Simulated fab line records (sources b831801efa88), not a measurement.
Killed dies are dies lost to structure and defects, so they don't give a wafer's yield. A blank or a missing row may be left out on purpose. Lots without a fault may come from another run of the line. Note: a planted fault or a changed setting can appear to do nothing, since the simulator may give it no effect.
The tool behind it: which one?    flow gf180mcu    Sampling: 12 lots, 36 wafers, 3 of 602 route steps

== WHAT THE GAUGES SHOWED, per wafer ==
GF_MVPSD_TW_MEAS_11. Usual: for MVPSD_TW the level is 549 and the standard deviation is 7.6.
lot   measured      on            MVPSD_TW     flag
L988  day 5 00:41   filmMetro-01  545 548 546  
L991  day 5 19:08   filmMetro-01  548 546 549  
L993  day 6 09:50   filmMetro-01  549 546 551  
L994  day 6 13:13   filmMetro-02  542 539 539  
L101  day 8 03:19   filmMetro-04  564 562 565  
L102  day 8 14:06   filmMetro-01  548 550 544  
L104  day 8 21:26   filmMetro-01  551 551 547  
L105  day 9 07:25   filmMetro-01  550 547 549  
L106  day 9 09:04   filmMetro-02  543 546 546  
L109  day 10 04:30  filmMetro-02  546 545 548  
L110  day 10 09:34  filmMetro-02  546 547 544  
L111  day 10 15:16  filmMetro-02  546 550 548  

GF_VT_IMPLANT_TW_MEAS_10. Usual: for VT_IMPLANT_TW the level is 564 and the standard deviation is 8.7.
lot   measured      on            VT_IMPLANT_TW  flag
L988  day 5 14:41   filmMetro-03  571 569 567    
L991  day 6 10:20   filmMetro-02  550 550 551    
L993  day 7 01:26   filmMetro-02  550 550 551    
L994  day 7 05:07   filmMetro-03  568 568 572    
L101  day 8 18:41   filmMetro-02  558 556 558    
L102  day 9 06:24   filmMetro-02  555 555 557    
L104  day 9 14:18   filmMetro-03  571 570 568    
L105  day 10 00:23  filmMetro-02  557 557 554    
L106  day 10 01:37  filmMetro-04  572 568 570    
L109  day 10 22:52  filmMetro-02  555 557 554    
L110  day 11 03:44  filmMetro-02  556 559 559    
L111  day 11 09:43  filmMetro-04  575 576 572    

GF_POLY_GATE_CD_MEAS_18. Usual: cdNm at 280.6 nm, with a standard deviation of 1.7.
lot   measured      on        cdNm (nm)          flag
L988  day 9 15:14   cdSem-01  279.2 279.8 284.2  
L991  day 10 06:43  cdSem-02  285.6 281.8 283.1  
L993  day 11 00:55  cdSem-02  278.9 280.7 281.1  
L994  day 11 04:37  cdSem-01  279.4 280.1 283.0  
L101  day 12 23:24  cdSem-01  281.1 280.3 278.9  
L102  day 13 12:13  cdSem-01  280.6 283.4 280.3  
L104  day 13 22:53  cdSem-02  279.1 279.4 279.3  
L105  day 14 06:43  cdSem-01  281.8 277.1 279.7  
L106  day 14 10:45  cdSem-01  282.0 278.8 282.8  
L109  day 15 09:20  cdSem-02  278.4 275.6 277.7  
L110  day 15 16:52  cdSem-02  279.4 277.5 281.1  
L111  day 16 03:04  cdSem-01  280.8 279.8 280.0  

== WHICH TOOL RAN EACH LOT (tool, then ch and the chambers of the sampled wafers, then the start) ==
There is no process step in the record ahead of these readings.

== AS READ BY THE TOOLS THEMSELVES (means over the sampled wafers that have a number; for cases with no such wafer, the mark the record gives instead) ==
The record holds no such reading with a usual standard deviation.

== THE ANSWER, worked out from the rows above alone ==
Rule: lot off if the mean of its wafers having a number is beyond 3 standard deviations from the usual mean. A lot without any number at a reading at which 4 lots or more have one is off too. All remaining lots with rows at the step are treated as sound. First the gauges in route order, then the tools' own readings, where a lot's mean is used as printed above. At the first step where some lot is off, the reading lying furthest off is the one used; lots without a number count as furthest.
No lot is off at any reading shown: from this, nothing can be told.

== WHAT HAD BEEN PUT IN BY THE SIMULATOR ==
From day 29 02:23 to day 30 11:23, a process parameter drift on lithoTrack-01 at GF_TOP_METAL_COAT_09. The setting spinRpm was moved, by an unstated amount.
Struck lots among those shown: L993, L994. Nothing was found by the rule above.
